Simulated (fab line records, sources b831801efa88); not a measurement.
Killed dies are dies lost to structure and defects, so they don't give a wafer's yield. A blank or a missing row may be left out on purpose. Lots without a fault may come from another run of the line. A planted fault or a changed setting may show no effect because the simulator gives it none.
Which tool did it? | flow sky130 | 12 lots, 36 wafers sampled, at 1 step of a route of 708

WHAT THE GAUGES READ, wafer by wafer
SKY_FIELD_ISO_THK_MEAS_02. Usual: FIELD_ISO_OXIDATION_00_THK 12.16 nm, standard deviation 0.24.
lot  | measured    | on            | FIELD_ISO_OXIDATION_00_THK (nm)     | flag
L668 | day 1 12:49 | film_metro-04 | 12.00 12.09 12.33                   |
L669 | day 1 16:38 | film_metro-04 | 12.09 12.38 12.02                   |
L670 | day 1 23:07 | film_metro-04 | 11.84 11.99 12.16                   |
L671 | day 2 04:13 | film_metro-04 | 12.31 11.89 12.15                   |
L672 | day 2 07:38 | film_metro-04 | 11.54 11.83 11.59                   |
L673 | day 2 12:40 | film_metro-03 | 11.96 11.63 11.85                   |
L674 | day 2 17:39 | film_metro-03 | 12.31 12.32 12.39                   |
L675 | day 2 22:39 | film_metro-02 | 12.37 12.29 12.14                   |
L683 | day 4 16:14 | film_metro-02 | 14.88 14.90 14.56 14.87 14.85 14.55 | OFF
L685 | day 5 01:16 | film_metro-02 | 15.41 15.43 15.44 15.41 15.50 15.39 | OFF
L687 | day 5 10:38 | film_metro-02 | 15.36 15.46 15.43 15.34 15.46 15.43 | OFF
L689 | day 5 22:00 | film_metro-04 | 12.42 12.16 12.31                   |

WHICH TOOL RAN EACH LOT (tool, then ch and the chambers of the sampled wafers, then the start)
The record holds no process step before these readings.

WHAT THE TOOLS THEMSELVES READ (means of the sampled wafers that have a number; where no wafer has one, the mark that the record gives instead)
The record holds no such reading with a usual standard deviation.

THE ANSWER, worked out from the rows above alone
Rule: a lot is off if the mean of its wafers that have a number lies more than 3 standard deviations from the usual mean. A lot without any number at a reading at which 4 lots or more have one is off too. The other lots that the step has rows for count as sound. The gauges are gone through in route order, then the tools' own readings, and for those a lot's mean is taken as printed above. The first step at which some lot is off is used, and at that step the reading that is off furthest; a lot without a number counts as furthest.
Off: L683, L685, L687, at SKY_FIELD_ISO_THK_MEAS_02 (FIELD_ISO_OXIDATION_00_THK).
A tool fits if, at a process step before that reading, it ran every lot that is off, and no sound lot after the first of them. The gauges at SKY_FIELD_ISO_THK_MEAS_02 are tried like those tools. One fits: film_metro-02 at SKY_FIELD_ISO_THK_MEAS_02. Its last sound lot is L675 (day 2 22:39), its first lot that is off L683 (day 4 16:14): a fault that began between those two fits.

WHAT THE SIMULATOR HAD PUT IN
Metrology matching offset: film_metro-02, from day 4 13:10 on, at SKY_FIELD_ISO_THK_MEAS_02. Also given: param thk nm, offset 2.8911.
Lots struck among those shown: L683, L685, L687. The rule above found the same.
